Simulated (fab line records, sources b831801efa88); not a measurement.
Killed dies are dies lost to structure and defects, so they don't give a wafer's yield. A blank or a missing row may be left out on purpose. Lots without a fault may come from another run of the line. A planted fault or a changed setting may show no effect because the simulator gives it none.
A struck lot beside a sound one | flow gf180mcu | 20 steps out of a route of 602
Sound: wafers L459.1, L459.2, L459.5. Struck: wafers L461.2, L461.3, L461.4. The cause comes at the end.
At each step with rows: each side's tool, then ch and its chambers, then its first start. Under that, the readings that differ: sound wafers | struck wafers | difference of the means | sigmas: that difference in standard deviations of wafers without a fault.
alike: readings whose means differ by less than 2 such deviations, and words and numbers that are the same on both sides. not compared: withheld readings, readings that some wafer has no value for, bounds like >300 that may hide the same value, and numbers for which the record gives no deviation and whose values overlap.
The two part at a step that has a row with sigmas, a row that says differs or no value, or rows on one side only. Numbers that don't overlap but have no deviation are shown without sigmas and don't part them. A reading that every wafer of one side lacks parts them only if that side has two wafers or more.

first, 1 step without rows for these wafers: GF_V5_CVD_00 (deposits SiO2, target thk 300 nm, time 50 s).
GF_V5_THK_MEAS_01:
  sound on film_metro-02, day 28 22:06; struck on film_metro-03, day 29 09:19
  alike: V5_CVD_00_THK
GF_V5_CVD_02: deposits SiO2 from TEOS, target thk 1450 nm, time 163.28 s.
  sound on pecvd-02 ch 0,2, day 28 22:10; struck on pecvd-03 ch 1,2, day 29 09:22
  alike: heater_power_w
GF_V5_THK_MEAS_03:
  sound on film_metro-02, day 28 22:16; struck on film_metro-03, day 29 09:29
  alike: V5_CVD_02_THK
GF_V5_CMP_04: polishes SiO2.
  sound on cmp-02 ch 0,1,3, day 28 22:23; struck on cmp-01 ch 0,1,3, day 29 09:32
  alike: edge_zone_pressure_frac, motor_current_A
GF_V5_BOW_MEAS_05:
  sound on film_metro-02, day 28 22:38; struck on film_metro-01, day 29 09:51
  alike: V5_BOW
then, 6 steps without rows for these wafers: GF_V5_DEHYDRATE_06 (time 60 s); GF_V5_HMDS_07 (prime time 60 s); GF_V5_COAT_08; GF_V5_COAT_09 (resist thk 1000 nm); GF_V5_SOFTBAKE_10 (time 60 s); GF_V5_EXPOSE_11 (exposes mask Via5, target cd 260 nm).
GF_V5_PEB_12: peb time 90 s.
  sound on litho_track-04 ch 0, day 29 17:30; struck on litho_track-02 ch 0, day 30 04:14
  reading                  | sound             | struck            | difference | sigmas
  heater_power_total_W (W) | 85.60 85.63 85.59 | 91.29 91.36 91.36 | +5.73      | +67
  alike: exhaust_pa
then, 1 step without rows for these wafers: GF_V5_DEVELOP_13 (develop time 60 s).
GF_V5_CD_MEAS_14: target cd 260 nm.
  sound on cd_sem-01, day 29 17:51; struck on cd_sem-01, day 30 04:34
  reading    | sound             | struck            | difference | sigmas
  cd_nm (nm) | 260.7 259.9 260.7 | 255.9 255.7 255.8 | -4.6       | -3
GF_V5_OVL_MEAS_15:
  sound on overlay-01, day 29 17:58; struck on overlay-01, day 30 04:40
  reading     | sound | struck   | difference | sigmas
  V5_OVL (nm) | 4 8 5 | -6 -3 -6 | -11        | -2
GF_V5_ETCH_16: etches BARC in N2/H2.
  sound on rie_diel-04 ch 1,2, day 29 18:01; struck on rie_diel-04 ch 1,2,3, day 30 04:42
  reading             | sound             | struck            | difference | sigmas
  model.V5.cd_nm (nm) | 259.6 259.4 259.7 | 255.2 255.3 255.5 | -4.2       |
  alike: drypump_motor_current_A, oes_product_au, throttle_valve_pct
GF_V5_ETCH_17: etches SiO2 in C4F8/O2/Ar, stops on TiN, target depth 855 nm.
  sound on rie_diel-04 ch 1,2; struck on rie_diel-04 ch 1,2,3
  reading             | sound           | struck          | difference | sigmas
  model.V5.cd_nm (nm) | 260.4 258 258.6 | 255.3 253.8 255 | -4.3       |
  alike: oes_product_au
GF_V5_STRIP_18: strips in O2/N2.
  sound on plasma_asher-03 ch 0,1, day 29 18:10; struck on plasma_asher-04 ch 0,1, day 30 04:52
  alike: drypump_motor_current_A, heater_power_w, oes_product_au
  not compared: rf_hours_counter_h
GF_PASSIVATION_PROBE_99:
  the record has rows for the struck wafers here (prober-01, day 31 21:16) and none for the sound ones

WHERE THEY PART
First at GF_V5_PEB_12; last, within this record, at GF_PASSIVATION_PROBE_99.

WHY: what the simulator had put in
Process parameter drift: litho_track-02, from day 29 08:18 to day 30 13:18, at GF_V5_PEB_12. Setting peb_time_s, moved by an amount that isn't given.
